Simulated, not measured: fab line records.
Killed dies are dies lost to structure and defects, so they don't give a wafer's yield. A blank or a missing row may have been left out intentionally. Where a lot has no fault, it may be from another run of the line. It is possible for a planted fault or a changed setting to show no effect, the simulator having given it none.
Which of the tools did it? || flow gf180mcu || 13 lots with 39 wafers sampled at 6 steps, on a route of 602 steps

## WHAT THE GAUGES SHOWED, per wafer
GF_STI_BOW_MEAS_00. Usual: for INCOMING_BOW the level is -1 um and the standard deviation is 6.8.
{"lot": "L692", "measured": "day 1 10:00", "on": "film_metro-02", "INCOMING_BOW (um)": "-5 -10 6", "flag": ""}
{"lot": "L693", "measured": "day 1 15:01", "on": "film_metro-03", "INCOMING_BOW (um)": "3 -8 -1", "flag": ""}
{"lot": "L696", "measured": "day 2 06:00", "on": "film_metro-03", "INCOMING_BOW (um)": "0 -11 -13", "flag": ""}
{"lot": "L697", "measured": "day 2 11:01", "on": "film_metro-04", "INCOMING_BOW (um)": "-12 -5 -5", "flag": ""}
{"lot": "L701", "measured": "day 3 07:01", "on": "film_metro-04", "INCOMING_BOW (um)": "5 -4 -6", "flag": ""}
{"lot": "L705", "measured": "day 4 03:02", "on": "film_metro-02", "INCOMING_BOW (um)": "-3 5 19", "flag": ""}
{"lot": "L707", "measured": "day 4 13:02", "on": "film_metro-02", "INCOMING_BOW (um)": "6 -6 3", "flag": ""}
{"lot": "L708", "measured": "day 4 18:04", "on": "film_metro-03", "INCOMING_BOW (um)": "0 2 -1", "flag": ""}
{"lot": "L709", "measured": "day 4 23:01", "on": "film_metro-02", "INCOMING_BOW (um)": "4 6 -3", "flag": ""}
{"lot": "L711", "measured": "day 5 09:00", "on": "film_metro-02", "INCOMING_BOW (um)": "-19 4 -1", "flag": ""}
{"lot": "L713", "measured": "day 5 19:02", "on": "film_metro-04", "INCOMING_BOW (um)": "-2 1 -9", "flag": ""}
{"lot": "L714", "measured": "day 6 00:04", "on": "film_metro-04", "INCOMING_BOW (um)": "4 9 -11", "flag": ""}
{"lot": "L715", "measured": "day 6 05:01", "on": "film_metro-04", "INCOMING_BOW (um)": "5 -9 2", "flag": ""}

GF_STI_THK_MEAS_04. Usual: for STI_CVD_03_THK the level is 208.0 nm and the standard deviation is 2.2.
{"lot": "L692", "measured": "day 1 13:34", "on": "film_metro-02", "STI_CVD_03_THK (nm)": "208.4 206.5 206.8", "flag": ""}
{"lot": "L693", "measured": "day 1 18:34", "on": "film_metro-02", "STI_CVD_03_THK (nm)": "209.8 209.5 210.1", "flag": ""}
{"lot": "L696", "measured": "day 2 11:06", "on": "film_metro-02", "STI_CVD_03_THK (nm)": "208.6 206.5 208.3", "flag": ""}
{"lot": "L697", "measured": "day 2 14:34", "on": "film_metro-03", "STI_CVD_03_THK (nm)": "208.0 205.9 206.6", "flag": ""}
{"lot": "L701", "measured": "day 3 12:20", "on": "film_metro-02", "STI_CVD_03_THK (nm)": "205.2 204.7 205.5", "flag": ""}
{"lot": "L705", "measured": "day 4 10:29", "on": "film_metro-02", "STI_CVD_03_THK (nm)": "208.5 207.7 206.5", "flag": ""}
{"lot": "L707", "measured": "day 4 17:38", "on": "film_metro-03", "STI_CVD_03_THK (nm)": "211.4 210.0 210.0", "flag": ""}
{"lot": "L708", "measured": "day 5 00:14", "on": "film_metro-03", "STI_CVD_03_THK (nm)": "207.9 208.4 208.6", "flag": ""}
{"lot": "L709", "measured": "day 5 07:38", "on": "film_metro-04", "STI_CVD_03_THK (nm)": "206.0 205.6 207.0", "flag": ""}
{"lot": "L711", "measured": "day 5 14:21", "on": "film_metro-03", "STI_CVD_03_THK (nm)": "207.4 208.0 206.0", "flag": ""}
{"lot": "L713", "measured": "day 5 22:35", "on": "film_metro-03", "STI_CVD_03_THK (nm)": "211.4 208.5 209.9", "flag": ""}
{"lot": "L714", "measured": "day 6 05:55", "on": "film_metro-03", "STI_CVD_03_THK (nm)": "211.4 212.6 211.4", "flag": ""}
{"lot": "L715", "measured": "day 6 11:41", "on": "film_metro-04", "STI_CVD_03_THK (nm)": "211.3 213.2 212.0", "flag": ""}

GF_NWELL_TW_MEAS_11. Usual: for NWELL_TW the level is 1569 and the standard deviation is 7.9.
{"lot": "L692", "measured": "day 3 07:19", "on": "film_metro-02", "NWELL_TW": "1573 1572 1569", "flag": ""}
{"lot": "L693", "measured": "day 3 13:54", "on": "film_metro-04", "NWELL_TW": "1572 1576 1569", "flag": ""}
{"lot": "L696", "measured": "day 4 08:55", "on": "film_metro-02", "NWELL_TW": "1555 1556 1566", "flag": ""}
{"lot": "L697", "measured": "day 4 12:13", "on": "film_metro-02", "NWELL_TW": "1560 1565 1571", "flag": ""}
{"lot": "L701", "measured": "day 5 20:49", "on": "film_metro-04", "NWELL_TW": "1578 1576 1576", "flag": ""}
{"lot": "L705", "measured": "day 6 14:35", "on": "film_metro-04", "NWELL_TW": "1568 1559 1565", "flag": ""}
{"lot": "L707", "measured": "day 6 16:05", "on": "film_metro-02", "NWELL_TW": "1577 1575 1580", "flag": ""}
{"lot": "L708", "measured": "day 7 00:52", "on": "film_metro-01", "NWELL_TW": "1566 1564 1577", "flag": ""}
{"lot": "L709", "measured": "day 7 11:55", "on": "film_metro-04", "NWELL_TW": "1573 1569 1563", "flag": ""}
{"lot": "L711", "measured": "day 7 23:49", "on": "film_metro-01", "NWELL_TW": "1562 1559 1561", "flag": ""}
{"lot": "L713", "measured": "day 8 03:34", "on": "film_metro-01", "NWELL_TW": "1553 1562 1562", "flag": ""}
{"lot": "L714", "measured": "day 8 09:14", "on": "film_metro-01", "NWELL_TW": "1550 1558 1564", "flag": ""}
{"lot": "L715", "measured": "day 8 16:15", "on": "film_metro-02", "NWELL_TW": "1575 1567 1569", "flag": ""}

GF_MVPSD_OVL_MEAS_07. Usual: for MVPSD_OVL the level is -1.1 nm and the standard deviation is 1.3.
{"lot": "L692", "measured": "day 4 23:35", "on": "overlay-01", "MVPSD_OVL (nm)": "-1.0 -2.6 -1.8", "flag": ""}
{"lot": "L693", "measured": "day 5 05:14", "on": "overlay-01", "MVPSD_OVL (nm)": "-0.2 -1.3 -1.9", "flag": ""}
{"lot": "L696", "measured": "day 6 01:09", "on": "overlay-01", "MVPSD_OVL (nm)": "-0.8 -0.9 -1.3", "flag": ""}
{"lot": "L697", "measured": "day 6 05:23", "on": "overlay-01", "MVPSD_OVL (nm)": "-4.1 -2.6 -3.7", "flag": ""}
{"lot": "L701", "measured": "day 7 17:47", "on": "overlay-01", "MVPSD_OVL (nm)": "-1.6 -0.9 -2.3", "flag": ""}
{"lot": "L705", "measured": "day 8 15:14", "on": "overlay-02", "MVPSD_OVL (nm)": "- - -", "flag": "OFF"}
{"lot": "L707", "measured": "day 8 15:50", "on": "overlay-01", "MVPSD_OVL (nm)": "0.0 -1.4 -1.5", "flag": ""}
{"lot": "L708", "measured": "day 9 01:35", "on": "overlay-02", "MVPSD_OVL (nm)": "-0.1 0.7 1.4", "flag": ""}
{"lot": "L709", "measured": "day 9 14:07", "on": "overlay-01", "MVPSD_OVL (nm)": "-0.7 0.8 0.3", "flag": ""}
{"lot": "L711", "measured": "day 10 03:10", "on": "overlay-02", "MVPSD_OVL (nm)": "-1.4 -1.4 -1.4", "flag": ""}
{"lot": "L713", "measured": "day 10 06:37", "on": "overlay-01", "MVPSD_OVL (nm)": "-0.7 -2.4 -2.7", "flag": ""}
{"lot": "L714", "measured": "day 10 12:59", "on": "overlay-01", "MVPSD_OVL (nm)": "-1.6 0.1 -2.2", "flag": ""}
{"lot": "L715", "measured": "day 10 19:47", "on": "overlay-02", "MVPSD_OVL (nm)": "-1.4 -1.8 -1.7", "flag": ""}

GF_MVPSD_TW_MEAS_11. Usual: for MVPSD_TW the level is 551 and the standard deviation is 3.
{"lot": "L692", "measured": "day 5 00:01", "on": "film_metro-02", "MVPSD_TW": "555 551 553", "flag": ""}
{"lot": "L693", "measured": "day 5 05:40", "on": "film_metro-01", "MVPSD_TW": "549 549 549", "flag": ""}
{"lot": "L696", "measured": "day 6 01:35", "on": "film_metro-02", "MVPSD_TW": "550 554 555", "flag": ""}
{"lot": "L697", "measured": "day 6 05:50", "on": "film_metro-04", "MVPSD_TW": "551 552 551", "flag": ""}
{"lot": "L701", "measured": "day 7 18:13", "on": "film_metro-01", "MVPSD_TW": "551 550 551", "flag": ""}
{"lot": "L705", "measured": "day 8 15:41", "on": "film_metro-04", "MVPSD_TW": "30 30 30 30 30 30", "flag": "OFF"}
{"lot": "L707", "measured": "day 8 16:16", "on": "film_metro-01", "MVPSD_TW": "550 550 549", "flag": ""}
{"lot": "L708", "measured": "day 9 02:02", "on": "film_metro-01", "MVPSD_TW": "549 548 550", "flag": ""}
{"lot": "L709", "measured": "day 9 14:33", "on": "film_metro-04", "MVPSD_TW": "555 557 555", "flag": ""}
{"lot": "L711", "measured": "day 10 03:36", "on": "film_metro-02", "MVPSD_TW": "557 555 556", "flag": ""}
{"lot": "L713", "measured": "day 10 07:04", "on": "film_metro-01", "MVPSD_TW": "550 550 549", "flag": ""}
{"lot": "L714", "measured": "day 10 13:26", "on": "film_metro-01", "MVPSD_TW": "547 547 550", "flag": ""}
{"lot": "L715", "measured": "day 10 20:13", "on": "film_metro-04", "MVPSD_TW": "555 557 555", "flag": ""}

## WHICH TOOL RAN EACH LOT (tool, then ch and the chambers of the sampled wafers, then the start)
{"lot": "L692", "GF_MVPSD_EXPOSE_04": "iline_stepper-02 ch 0, day 4 17:03"}
{"lot": "L693", "GF_MVPSD_EXPOSE_04": "iline_stepper-02 ch 0, day 4 23:07"}
{"lot": "L696", "GF_MVPSD_EXPOSE_04": "iline_stepper-02 ch 0, day 5 18:10"}
{"lot": "L697", "GF_MVPSD_EXPOSE_04": "iline_stepper-02 ch 0, day 5 22:12"}
{"lot": "L701", "GF_MVPSD_EXPOSE_04": "iline_stepper-01 ch 0, day 7 10:39"}
{"lot": "L705", "GF_MVPSD_EXPOSE_04": "iline_stepper-01 ch 0, day 8 07:20"}
{"lot": "L707", "GF_MVPSD_EXPOSE_04": "iline_stepper-02 ch 0, day 8 07:47"}
{"lot": "L708", "GF_MVPSD_EXPOSE_04": "iline_stepper-01 ch 0, day 8 17:31"}
{"lot": "L709", "GF_MVPSD_EXPOSE_04": "iline_stepper-01 ch 0, day 9 06:00"}
{"lot": "L711", "GF_MVPSD_EXPOSE_04": "iline_stepper-01 ch 0, day 9 18:33"}
{"lot": "L713", "GF_MVPSD_EXPOSE_04": "iline_stepper-02 ch 0, day 9 21:52"}
{"lot": "L714", "GF_MVPSD_EXPOSE_04": "iline_stepper-02 ch 0, day 10 04:14"}
{"lot": "L715", "GF_MVPSD_EXPOSE_04": "iline_stepper-01 ch 0, day 10 10:49"}
- GF_MVPSD_EXPOSE_04: exposes mask MVPSD, target cd 1000 nm.

## AS READ BY THE TOOLS THEMSELVES (means over the sampled wafers that have a number; for cases with no such wafer, the mark the record gives instead)
GF_MVPSD_EXPOSE_04. Usual: exposure_dose_mJ_cm2 259.98, standard deviation 0.25.
{"lot": "L692", "tool": "iline_stepper-02", "exposure_dose_mJ_cm2": 260.12, "flag": ""}
{"lot": "L693", "tool": "iline_stepper-02", "exposure_dose_mJ_cm2": 260.11, "flag": ""}
{"lot": "L696", "tool": "iline_stepper-02", "exposure_dose_mJ_cm2": 260.04, "flag": ""}
{"lot": "L697", "tool": "iline_stepper-02", "exposure_dose_mJ_cm2": 260.14, "flag": ""}
{"lot": "L701", "tool": "iline_stepper-01", "exposure_dose_mJ_cm2": 260.09, "flag": ""}
{"lot": "L705", "tool": "iline_stepper-01", "exposure_dose_mJ_cm2": 260.31, "flag": ""}
{"lot": "L707", "tool": "iline_stepper-02", "exposure_dose_mJ_cm2": 259.81, "flag": ""}
{"lot": "L708", "tool": "iline_stepper-01", "exposure_dose_mJ_cm2": 260.14, "flag": ""}
{"lot": "L709", "tool": "iline_stepper-01", "exposure_dose_mJ_cm2": 259.49, "flag": ""}
{"lot": "L711", "tool": "iline_stepper-01", "exposure_dose_mJ_cm2": 259.82, "flag": ""}
{"lot": "L713", "tool": "iline_stepper-02", "exposure_dose_mJ_cm2": 260.09, "flag": ""}
{"lot": "L714", "tool": "iline_stepper-02", "exposure_dose_mJ_cm2": 259.93, "flag": ""}
{"lot": "L715", "tool": "iline_stepper-01", "exposure_dose_mJ_cm2": 260.01, "flag": ""}

## THE ANSWER, worked out from the rows above alone
Rule: a lot is off if the mean of its wafers that have a number lies more than 3 standard deviations from the usual mean. A lot without any number at a reading at which 4 lots or more have one is off too. Any other lot the step has rows for is counted as sound. The gauges are gone through in route order, then the tools' own readings, and for those a lot's mean is taken as printed above. At the first step where some lot is off, the reading lying furthest off is the one used; lots without a number count as furthest.
Off: L705, at GF_MVPSD_OVL_MEAS_07 (MVPSD_OVL). Without a number there: L705.
A tool fits if, at a process step before that reading, it ran every lot that is off, and no sound lot after the first of them. Not tried: the gauges at GF_MVPSD_OVL_MEAS_07; whatever is off there is also off at GF_MVPSD_TW_MEAS_11, on other tools, and gauge error can't account for it. None of those tried fits.

## WHAT THE SIMULATOR HAD INSERTED
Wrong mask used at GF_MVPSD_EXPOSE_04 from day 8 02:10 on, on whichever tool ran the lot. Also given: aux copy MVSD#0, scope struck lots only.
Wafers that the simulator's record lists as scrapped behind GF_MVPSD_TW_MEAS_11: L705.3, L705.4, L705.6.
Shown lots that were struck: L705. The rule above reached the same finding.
